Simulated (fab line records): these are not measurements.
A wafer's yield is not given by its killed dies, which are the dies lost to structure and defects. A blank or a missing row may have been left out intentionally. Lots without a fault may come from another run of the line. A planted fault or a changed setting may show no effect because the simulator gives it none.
fab line records ; flow sky130 ; part 2 of 2: steps 26 to 36 of 36
record lots=5; wafers=15; lastDay=49
route steps=708 shown LI_CONTACT@377 LOCAL_INTERCONNECT@387 CONTACT@406
lots that met no fault: taken from a fault-free run of the same line
startH: start of the lot's first displayed wafer, in hours after the record's first day ; waitH: time in hours since the lot's previous step ; " repeats the value in the row above ; L1.1+2: several wafers, shown together as one row ; - value missing, or start not given ; * or withheld: withheld ; < > ~ a bound
route shown NAME@n: NAME is a module with steps in the file, n the number in the route of the first one ; usual: the fault-free wafers' mean and standard deviation ; same: alike in all rows ; chamber/n: place in a boat ; sites: per-site readings ; _std_site: the standard deviation of these ; _edge_site: outer sites' mean less inner sites' ; radiusMm: for every site, how far away it sits from the centre of the wafer ; mask NAME#n: copy n ; behind: tool/chamber where the wafer was last shaped ; hold: what put the lot on hold/how long, in hours/how the hold closed ; device: the transistor (n, p or np) that didn't switch ; end of line: the same wafers' tests at the end of the route ; a step with no rows: only its recipe ; killed: not the wafer's yield, but the dies lost to structure and defects at the first sort ; map: the dies of a wafer, with x for killed, . for not killed, _ for no die there
set.NAME: the run value of the setting; set.NAME@STEP: its run value at that earlier step ; model.NAME: the simulator's own value behind a step, which no gauge read
a table for each step, a row for each wafer; lots at some steps of the route
services: when a tool's chamber went out of use (startH, in hours from the record's first day, below 0 if earlier), for how many hours, and the reason
## steps
# step SKY_LOCAL_INTERCONNECT_STRIP_15
# recipe chemistry=O2/N2; powerW=1400; pressureMtorr=1500; platenTempC=withheld; o2FlowSccm=3000; n2FlowSccm=300; overashFraction=0.5
# usual drypumpMotorCurrentA=5.8/0.57; o2FlowSccm=3000/8; oesProductAu=0.426/0.005; stripTimeToEndpointS=4.712/0.021
lot.wafer;tool;chamber;startH;waitH;drypumpMotorCurrentA;o2FlowSccm;oesProductAu;rfHoursCounterH;stripTimeToEndpointS
L082.3;plasmaAsher-01;1;775.38;0.1;6.3;3005;0.419;-;4.710
L082.5;plasmaAsher-01;0;775.38;0.1;5.4;3010;0.417;-;4.705
L082.6;plasmaAsher-01;1;775.38;0.1;6.2;3001;0.424;-;4.703
L083.2;plasmaAsher-03;0;786.68;0.0;5.8;3004;0.428;38;4.723
L083.3;plasmaAsher-03;0;786.68;0.0;5.7;3008;0.429;-;4.706
L083.5;plasmaAsher-03;1;786.68;0.0;6.8;3002;0.428;-;4.714
L084.1;plasmaAsher-01;1;787.40;0.0;6.3;2997;0.429;4;4.685
L084.2;plasmaAsher-01;0;787.40;0.0;5.4;3005;0.426;4;4.678
L084.3;plasmaAsher-01;0;787.40;0.0;5.4;3001;0.423;-;4.699
L087.2;plasmaAsher-01;1;805.32;0.0;6.3;3007;0.419;6;4.695
L087.5;plasmaAsher-01;1;805.32;0.0;6.2;2996;0.425;-;4.724
L087.6;plasmaAsher-01;0;805.32;0.0;5.4;2998;0.428;-;4.712
L089.1;plasmaAsher-01;1;834.75;0.0;6.3;2997;0.424;9;4.716
L089.2;plasmaAsher-01;0;834.75;0.0;5.4;2997;0.420;9;4.727
L089.4;plasmaAsher-01;1;834.75;0.0;6.3;3005;0.429;-;4.713
# step SKY_LOCAL_INTERCONNECT_STRIP_16
# recipe chemistry=postEtchResidueRemover; timeS=1200; tempC=72.5
# usual bathGuardTempC=72.5/0.53; tempC=72.51/0.12
lot.wafer;tool;chamber;startH;waitH;bathGuardTempC;tempC
L082.3;wetBench-02;1;775.45;0.0;72.7;72.50
L082.5;wetBench-02;1;775.45;0.0;73.1;72.33
L082.6;wetBench-02;1;775.45;0.0;73.3;72.45
L083.2;wetBench-03;2;786.78;0.1;72.4;72.41
L083.3;wetBench-03;2;786.78;0.1;71.9;72.39
L083.5;wetBench-03;2;786.78;0.1;72.0;72.29
L084.1;wetBench-03;0;787.50;0.1;73.3;72.66
L084.2;wetBench-03;0;787.50;0.1;73.0;72.53
L084.3;wetBench-03;0;787.50;0.1;73.3;72.78
L087.2;wetBench-01;3;805.42;0.1;73.1;72.68
L087.5;wetBench-01;3;805.42;0.1;73.1;72.50
L087.6;wetBench-01;3;805.42;0.1;73.2;72.48
L089.1;wetBench-03;1;834.85;0.1;71.4;72.55
L089.2;wetBench-03;1;834.85;0.1;71.0;72.55
L089.4;wetBench-03;1;834.85;0.1;71.4;72.65
# step SKY_LOCAL_INTERCONNECT_CLEAN_17
# recipe chemistry=IPA; timeS=180; tempC=25
# usual tempC=25.00/0.098
lot.wafer;tool;chamber;startH;waitH;tempC
L082.3;wetBench-01;3;775.79;0.0;25.13
L082.5;wetBench-01;3;775.79;0.0;25.02
L082.6;wetBench-01;3;775.79;0.0;25.08
L083.2;wetBench-02;3;787.16;0.0;25.04
L083.3;wetBench-02;3;787.16;0.0;24.88
L083.5;wetBench-02;3;787.16;0.0;24.95
L084.1;wetBench-01;1;787.87;0.0;25.02
L084.2;wetBench-01;1;787.87;0.0;24.94
L084.3;wetBench-01;1;787.87;0.0;24.96
L087.2;wetBench-03;0;805.76;0.0;25.01
L087.5;wetBench-03;0;805.76;0.0;24.93
L087.6;wetBench-03;0;805.76;0.0;24.91
L089.1;wetBench-01;3;835.19;0.0;24.89
L089.2;wetBench-01;3;835.19;0.0;25.08
L089.4;wetBench-01;3;835.19;0.0;25.04
# step SKY_LOCAL_INTERCONNECT_CLEAN_18
# recipe chemistry=O3/DIW; dry=n2Spin
lot.wafer;tool;chamber;startH;waitH
L082.3+5+6;wetBench-02;3;775.85;0.0
L083.2+3+5;wetBench-01;3;787.21;0.0
L084.1+2+3;wetBench-03;2;787.93;0.0
L087.2+5+6;wetBench-02;2;805.83;0.0
L089.1+2+4;wetBench-03;1;835.25;0.0
# step SKY_CONTACT_CVD_00
# recipe material=Si3N4; targetThkNm=75; tempC=400; timeS=withheld; rfW=450
# usual heaterPowerW=746/79
lot.wafer;tool;chamber;startH;waitH;heaterPowerW
L082.3;pecvd-04;0;775.94;0.0;896
L082.5;pecvd-04;2;775.94;0.0;711
L082.6;pecvd-04;0;775.94;0.0;746
L083.2;pecvd-03;2;787.31;0.0;828
L083.3;pecvd-03;1;787.31;0.0;668
L083.5;pecvd-03;0;787.31;0.0;688
L084.1;pecvd-04;0;788.03;0.0;909
L084.2;pecvd-04;1;788.03;0.0;824
L084.3;pecvd-04;2;788.03;0.0;701
L087.2;pecvd-04;2;805.92;0.0;652
L087.5;pecvd-04;0;805.92;0.0;902
L087.6;pecvd-04;1;805.92;0.0;788
L089.1;pecvd-04;0;835.34;0.0;871
L089.2;pecvd-04;2;835.34;0.0;640
L089.4;pecvd-04;2;835.34;0.0;653
# step SKY_CONTACT_THK_MEAS_01
# recipe reads=Si3N4_of_CONTACT_CVD_00
# usual CONTACT_CVD_00_THK=74.8/1
lot.wafer;tool;chamber;startH;waitH;CONTACT_CVD_00_THK[nm]
L082.3;filmMetro-01;-;776.00;-;75.9
L082.5;filmMetro-01;-;776.00;-;75.7
L082.6;filmMetro-01;-;776.00;-;76.5
L083.2;filmMetro-04;-;787.35;-;75.0
L083.3;filmMetro-04;-;787.35;-;74.7
L083.5;filmMetro-04;-;787.35;-;75.8
L084.1;filmMetro-04;-;788.07;-;74.5
L084.2;filmMetro-04;-;788.07;-;74.7
L084.3;filmMetro-04;-;788.07;-;73.0
L087.2;filmMetro-01;-;805.96;-;74.4
L087.5;filmMetro-01;-;805.96;-;76.8
L087.6;filmMetro-01;-;805.96;-;76.2
L089.1;filmMetro-04;-;835.38;-;73.7
L089.2;filmMetro-04;-;835.38;-;73.4
L089.4;filmMetro-04;-;835.38;-;75.0
# step SKY_CONTACT_HDPCVD_02
# recipe material=SiO2; targetThkNm=565; sigmaOpenFrac=0.3; timeS=94.2; tempC=600; sih4FlowSccm=60; pressureMtorr=6
lot.wafer;tool;chamber;startH;waitH
L082.3+5+6;hdpcvd-01;2,1,0;776.04;0.0
L083.2+3+5;hdpcvd-02;2,0,2;787.40;0.0
L084.1+2+3;hdpcvd-01;1,0,2;788.13;0.1
L087.2+5+6;hdpcvd-02;1,0,2;806.01;0.0
L089.1+2+4;hdpcvd-02;2,0,1;835.44;0.1
# step SKY_CONTACT_THK_MEAS_03
# recipe reads=SiO2_of_CONTACT_HDPCVD_02
# usual CONTACT_HDPCVD_THK=565/5
lot.wafer;tool;chamber;startH;waitH;CONTACT_HDPCVD_THK[nm]
L082.3;filmMetro-04;-;776.12;0.1;567
L082.5;filmMetro-04;-;776.12;0.1;562
L082.6;filmMetro-04;-;776.12;0.1;568
L083.2;filmMetro-03;-;787.48;0.0;559
L083.3;filmMetro-03;-;787.48;0.0;570
L083.5;filmMetro-03;-;787.48;0.0;561
L084.1;filmMetro-03;-;788.19;0.0;564
L084.2;filmMetro-03;-;788.19;0.0;571
L084.3;filmMetro-03;-;788.19;0.0;555
L087.2;filmMetro-04;-;806.09;0.0;565
L087.5;filmMetro-04;-;806.09;0.0;569
L087.6;filmMetro-04;-;806.09;0.0;566
L089.1;filmMetro-01;-;835.51;0.0;560
L089.2;filmMetro-01;-;835.51;0.0;569
L089.4;filmMetro-01;-;835.51;0.0;566
# step SKY_CONTACT_CMP_04
# recipe material=SiO2; downForcePsi=4; platenRpm=60; padVelocityMS=0.94248
# usual motorCurrentA=12.0/1.3; retainingRingPressureFrac=1.000/0.0053; timeToEndpointS=84/3.5
lot.wafer;tool;chamber;startH;waitH;motorCurrentA;retainingRingPressureFrac;timeToEndpointS
L082.3;cmp-01;3;776.21;0.1;11.4;1.005;90
L082.6;cmp-01;2;776.21;0.1;10.3;0.994;89
L082.5;cmp-01;3;776.21;0.1;10.9;0.995;88
L083.2;cmp-01;2;787.58;0.1;10.7;1.010;81
L083.3;cmp-01;0;787.58;0.1;11.5;0.999;88
L083.5;cmp-01;2;787.58;0.1;10.5;1.007;84
L084.1;cmp-02;3;788.25;0.1;14.1;1.008;82
L084.3;cmp-02;1;788.25;0.1;13.2;1.001;81
L084.2;cmp-02;2;788.25;0.1;10.9;0.999;84
L087.2;cmp-02;3;806.14;0.0;14.2;1.001;83
L087.5;cmp-02;3;806.14;0.0;14.3;0.998;83
L087.6;cmp-02;0;806.14;0.0;10.8;0.993;87
L089.4;cmp-01;1;835.62;0.1;12.6;1.001;81
L089.1;cmp-01;2;835.62;0.1;10.3;0.997;83
L089.2;cmp-01;3;835.62;0.1;10.7;0.999;92
# step SKY_CONTACT_BOW_MEAS_05
# recipe mode=bow
# usual CONTACT_BOW=79/6.6
lot.wafer;tool;chamber;startH;waitH;CONTACT_BOW[um]
L082.3;filmMetro-04;-;776.50;0.2;63
L082.5;filmMetro-04;-;776.50;0.2;78
L082.6;filmMetro-04;-;776.50;0.2;77
L083.2;filmMetro-03;-;787.85;0.2;82
L083.3;filmMetro-03;-;787.85;0.2;78
L083.5;filmMetro-03;-;787.85;0.2;86
L084.1;filmMetro-01;-;788.55;0.2;83
L084.2;filmMetro-01;-;788.55;0.2;92
L084.3;filmMetro-01;-;788.55;0.2;86
L087.2;filmMetro-03;-;806.46;0.3;76
L087.5;filmMetro-03;-;806.46;0.3;86
L087.6;filmMetro-03;-;806.46;0.3;82
L089.1;filmMetro-01;-;835.87;0.1;81
L089.2;filmMetro-01;-;835.87;0.1;90
L089.4;filmMetro-01;-;835.87;0.1;77
# step SKY_CONTACT_DEHYDRATE_06
# recipe tempC=200; timeS=60
lot.wafer;tool;chamber;startH;waitH
L082.3+5+6;lithoTrack-03;0;788.55;12.0
L083.2+3+5;lithoTrack-03;0;801.07;13.2
L084.1+2+3;lithoTrack-02;0;802.11;13.5
L087.2+5+6;lithoTrack-02;0;818.49;12.0
L089.1+2+4;lithoTrack-02;0;848.41;12.5
## services
tool;chamber;startH;hours;kind
pvdSputter-02;-;727.67;3.9;repair
plasmaAsher-01;-;733.75;9.0;pm
cmp-02;-;737.79;1.6;repair
hdpcvd-02;2;740.27;2.4;repair
pvdSputter-03;-;740.79;2.5;repair
pecvd-04;0;744.86;2.2;repair
krfScanner-01;-;745.39;1.3;pm
cmp-01;-;751.93;1.5;repair
cmp-02;-;757.99;4.8;pm
pvdSputter-02;-;761.01;1.1;repair
wetBench-02;-;768.02;2.9;repair
plasmaAsher-01;-;769.37;1.4;repair
wetBench-03;-;774.28;9.1;repair
pvdSputter-03;-;775.04;1.3;repair
pecvd-04;2;778.37;7.1;repair
hdpcvd-02;0;779.97;3.4;repair
plasmaAsher-03;-;792.98;1.7;repair
rieDiel-04;0;809.73;7.5;repair
rieDiel-01;1;810.01;7.8;repair
cmp-02;-;810.78;4.0;pm
cmp-02;-;820.42;0.6;repair
plasmaAsher-01;-;822.76;0.4;repair
rieDiel-01;1;827.06;4.0;repair
pecvd-04;1;844.40;5.5;repair
